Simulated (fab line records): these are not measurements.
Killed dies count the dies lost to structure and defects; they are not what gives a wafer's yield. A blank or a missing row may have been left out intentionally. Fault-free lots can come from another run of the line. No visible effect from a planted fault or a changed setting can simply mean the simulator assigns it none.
Chamber matching | flow sky130 | cmp-02 running SKY_LI_CONTACT_CMP_02: 4 sister chambers
The step polishes PSG. 7 wafers are shown with their chamber, then 7 later ones without.

## WAFERS WITH THEIR CHAMBER
wafer  | chamber | motor_current_A (A) | time_to_endpoint_s (s)
L428.5 | 1       | 11.0                | 33.5
L433.5 | 2       | 13.1                | 30.4
L434.1 | 2       | 12.7                | 33.4
L434.2 | 3       | 10.4                | 31.6
L434.3 | 0       | 15.2                | 36.7
L442.2 | 3       | 10.0                | 31.1
L442.4 | 0       | 14.8                | 37.7

## WAFERS WITHOUT THEIR CHAMBER
wafer  | motor_current_A (A) | time_to_endpoint_s (s)
L442.5 | 12.9                | 35.7
L449.1 | 11.5                | 31.8
L449.3 | 10.2                | 32.9
L449.5 | 13.2                | 30.2
L451.1 | 12.6                | 31.0
L451.2 | 9.7                 | 28.1
L451.3 | 11.0                | 31.6

## WHICH CHAMBER EACH ONE RAN IN
wafer  | from the rows above     | in truth
L442.5 | 2                       | 2
L449.1 | 1                       | 1
L449.3 | can't be placed: 3 or 1 | 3
L449.5 | 2                       | 2
L451.1 | 2                       | 2
L451.2 | 3                       | 3
L451.3 | can't be placed: 1 or 3 | 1
Correctly placed: 5 of 7. These rows do not allow placing 2 (true chamber among the candidates in 2). Placed wrongly: 0.
How it was worked out, from the rows above alone: a wafer's distance from a chamber is the root of the sum, over the readings, of the square of ((its reading less the chamber's mean) divided by the reading's scatter). The wafer belongs to the nearest chamber; if the next one is less than 2 further off, it can't be placed. For every chamber, the mean is computed from those of its wafers that are shown. The scatter: take each reading less its chamber's mean, square it, sum over the shown wafers, divide by the number of wafers less the number of chambers, and take the root.
